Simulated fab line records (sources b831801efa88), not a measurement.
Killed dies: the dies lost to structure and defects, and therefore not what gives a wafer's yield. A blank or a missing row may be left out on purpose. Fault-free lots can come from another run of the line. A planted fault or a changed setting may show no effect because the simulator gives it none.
The same fault as seen by 2 desks -- flow gf180mcu -- each desk holds nothing but its own numbers, with what lay behind them at the end

## AT THE TOOL OWNER'S DESK: pvdSputter-02
The tool's own readings at GF_M2_SPUTTER_04 (material TiN, target thk 50 nm, time 41.7 s): means of the sampled wafers that have a number, for each lot that ran on this tool. A lot is out of limits, marked OUT, if its mean lies more than 4 standard deviations from the usual mean; the brackets give that distance.
Columns: A = cathodeDcPowerW at GF_M2_SPUTTER_04, usual 6499.9 W; B = throttleValvePct at GF_M2_SPUTTER_04, usual 29.2 %
lot,first seen here,A,B
L233,day 22 23:19,6500.7,29.6
L235,day 23 18:05,6653.8 (+99 or more) OUT,29.8
This desk finds L235 out of limits, L235 being first, at day 23 18:05 (cathodeDcPowerW at GF_M2_SPUTTER_04). In limits: L233.

## FROM THE METROLOGY DESK
What the gauges read for every lot (on any tool): the sampled wafers with a number, averaged. A lot is out of limits, marked OUT, if its mean lies more than 4 standard deviations from the usual mean; the brackets give that distance. Only the readings that lie furthest out on some lot appear, 7 of the 9 it has.
Columns: A = V1_W_RS at GF_V1_RS_MEAS_24, usual 0.329 ohm/sq; B = M2_ALCU_RS at GF_M2_RS_MEAS_05, usual 0.0692 ohm/sq; C = M2_ALCU_THK at GF_M2_THK_MEAS_06, usual 456 nm; D = cdNm at GF_M2_CD_MEAS_14, usual 280.5 nm; E = M2_OVL at GF_M2_OVL_MEAS_15, usual 3 nm; F = V2_CVD_00_THK at GF_V2_THK_MEAS_01, usual 597 nm; G = V2_BOW at GF_V2_BOW_MEAS_05, usual 100 um
lot,first seen here,A,B,C,D,E,F,G
L229,day 21 15:26,0.333,0.0698,453,280.4,7,607,93
L233,day 22 22:39,0.326,0.0700,453,283.7,4,582,100
L234,day 23 14:48,0.328,0.0690,457,279.5,3,595,100
L235,day 23 17:25,0.331,0.0691,453,279.6,-1,605,95
L237,day 24 02:29,0.330,0.0677,469,280.2,-5,607,97
This desk found nothing out of limits on any of the 5 lots.

## ALL TOGETHER
The tool owner's desk had the chance to raise an alarm at day 23 18:05 on L235.
The metrology desk saw nothing out of limits.
The metrology desk holds a record of L235, inside its limits.
All the named lots went through GF_M2_SPUTTER_04 on pvdSputter-02.

## WHAT THE SIMULATOR PUT IN
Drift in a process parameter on pvdSputter-02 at GF_M2_SPUTTER_04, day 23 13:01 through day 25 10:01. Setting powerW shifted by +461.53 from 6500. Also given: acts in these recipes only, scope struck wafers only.
Shown lots that were struck: L235.
Each desk's first reading out of limits, in hours after the fault started: the tool owner's desk, 5.
